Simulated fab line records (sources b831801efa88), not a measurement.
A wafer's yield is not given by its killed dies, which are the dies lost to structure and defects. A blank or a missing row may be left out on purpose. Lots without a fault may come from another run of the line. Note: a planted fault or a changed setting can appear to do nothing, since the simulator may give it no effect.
Code-filled problem report in 8D (eight disciplines) form -- flow sfq_line -- the parts of the form that need people (team, actions taken, sign-off) are left out

== 1. WHAT WENT WRONG ==
At SFQ_TRILAYER_I7_VIA_BARC_OPEN_VIA_ETCH_260, rf_fwd_power_W averages 696.0 W over 6 wafers from 2 lots, while fault-free wafers read 495.1 W, standard deviation 2.1. That puts it +96 standard deviations away from the usual mean.
The step: etches BARC in O2, target depth 125 nm, time 41.7 s.
First observed at day 89 17:45: wafer L597.1, on rie_diel-03. The record has a number at this step for 42 wafers belonging to 14 lots. Rule for "out", or "out of limits": more than 4 standard deviations from the usual mean. The other wafers with a number count as sound.

== 2. WHAT THIS IS AND IS NOT ==
question,is,is not
which readings at this step,rf_fwd_power_W,"drypump_motor_current_A, oes_product_au"
which lots,"L597, L600","L586, L587, L589, L590, L591, L596, L601, L602, L604, L605, L608, L609"
which wafers of those lots,all that have a number,-
read on which tools,rie_diel-03,"rie_diel-01, rie_diel-04"
when,from day 89 17:45,"up to then (18 sound wafers); but 18 sound wafers of L601, L602, L604, L605, L608, L609 came after"

== 3. WHAT RULES OUT EACH SUSPECT ==
Counting: any tool at a process step up to the reading is kept as a suspect provided that every lot that is out went through it and no sound lot did after the first of them.
- rie_diel-03 at SFQ_TRILAYER_I7_VIA_BARC_OPEN_VIA_ETCH_260 (etches BARC in O2, target depth 125 nm, time 41.7 s): kept. All lots that are out passed through it, beginning with L597 at day 89 17:45, and no sound lot followed; its final sound lot before that point was L591 at day 87 21:06. Out on those wafers are its own readings of rf_fwd_power_W.
Left after counting: rie_diel-03 at SFQ_TRILAYER_I7_VIA_BARC_OPEN_VIA_ETCH_260.

== 4. THE CAUSE (what the simulator had put in) ==
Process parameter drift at SFQ_TRILAYER_I7_VIA_BARC_OPEN_VIA_ETCH_260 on rie_diel-03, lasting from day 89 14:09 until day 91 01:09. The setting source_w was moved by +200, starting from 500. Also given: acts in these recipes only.
This tool alone remained once counting was done.

== 5. SEQUENCE OF EFFECTS, ordered by route ==
One row per reading whose mean, taken over the struck wafers that have a number, lies over 3 standard deviations from the usual. Readings are gone through only where the record gives a usual standard deviation; hours: the median, over the lots, of the time from a lot's start at the first step in this table giving one to that lot's start at this step; sigmas: the change measured in usual standard deviations.
hours,step,reading,usual,on struck wafers,change,sigmas
0,SFQ_TRILAYER_I7_VIA_BARC_OPEN_VIA_ETCH_260,rf_fwd_power_W,495.1 W,696.0,+200.9,+96
Here are the process steps it includes:
- SFQ_TRILAYER_I7_VIA_BARC_OPEN_VIA_ETCH_260: etches BARC in O2, target depth 125 nm, time 41.7 s.

== 6. WHAT WOULD HAVE CAUGHT IT SOONER ==
In this record no reading fell out of limits until day 89 17:45, 4 hours after the fault had begun at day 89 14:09.
